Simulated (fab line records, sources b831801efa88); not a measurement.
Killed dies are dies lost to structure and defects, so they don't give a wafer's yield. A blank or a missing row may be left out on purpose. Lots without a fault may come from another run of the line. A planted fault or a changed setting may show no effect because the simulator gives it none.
Chamber matching | flow sky130 | SKY_VIA1_CMP_02 on cmp-02: 4 sister chambers
The step polishes SiO2. 4 wafers are shown with their chamber, then 12 later ones without.

WAFERS WITH THEIR CHAMBER
wafer  | chamber | motor_current_A (A)
L082.6 | 1       | 11.9
L083.5 | 2       | 9.9
L086.3 | 0       | 11.1
L086.5 | 3       | 10.8

WAFERS WITHOUT THEIR CHAMBER
wafer  | motor_current_A (A)
L087.2 | 11.4
L087.3 | 10.7
L087.5 | 9.5
L089.1 | 10.6
L089.3 | 11.9
L089.6 | 12.0
L089.2 | 11.6
L089.4 | 10.5
L089.5 | 12.1
L096.4 | 10.4
L096.5 | 11.4
L096.6 | 11.1

WHICH CHAMBER EACH WENT THROUGH
wafer  | from the rows above          | in truth
L087.2 | can't be placed: 0 or 1 or 3 | 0
L087.3 | can't be placed: 3 or 0      | 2
L087.5 | 2                            | 2
L089.1 | can't be placed: 3 or 0 or 2 | 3
L089.3 | 1                            | 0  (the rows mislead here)
L089.6 | 1                            | 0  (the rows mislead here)
L089.2 | can't be placed: 1 or 0 or 3 | 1
L089.4 | can't be placed: 3 or 0 or 2 | 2
L089.5 | 1                            | 1
L096.4 | can't be placed: 3 or 2 or 0 | 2
L096.5 | can't be placed: 0 or 1 or 3 | 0
L096.6 | can't be placed: 0 or 3      | 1
Placed correctly: 2 of 12. Can't be placed from these rows: 8 (the true chamber is among the candidates in 6). Placed wrongly: 2.
How it was worked out, from the rows above alone: a wafer's distance from a chamber is the root of the sum, over the readings, of the square of ((its reading less the chamber's mean) divided by the reading's scatter). The wafer belongs to the nearest chamber; if the next one is less than 2 further off, it can't be placed. A chamber's mean is the mean of its shown wafers. The scatter: with one shown wafer a chamber, the root of the mean of the squares of how far each hidden wafer lies from its nearest shown one.
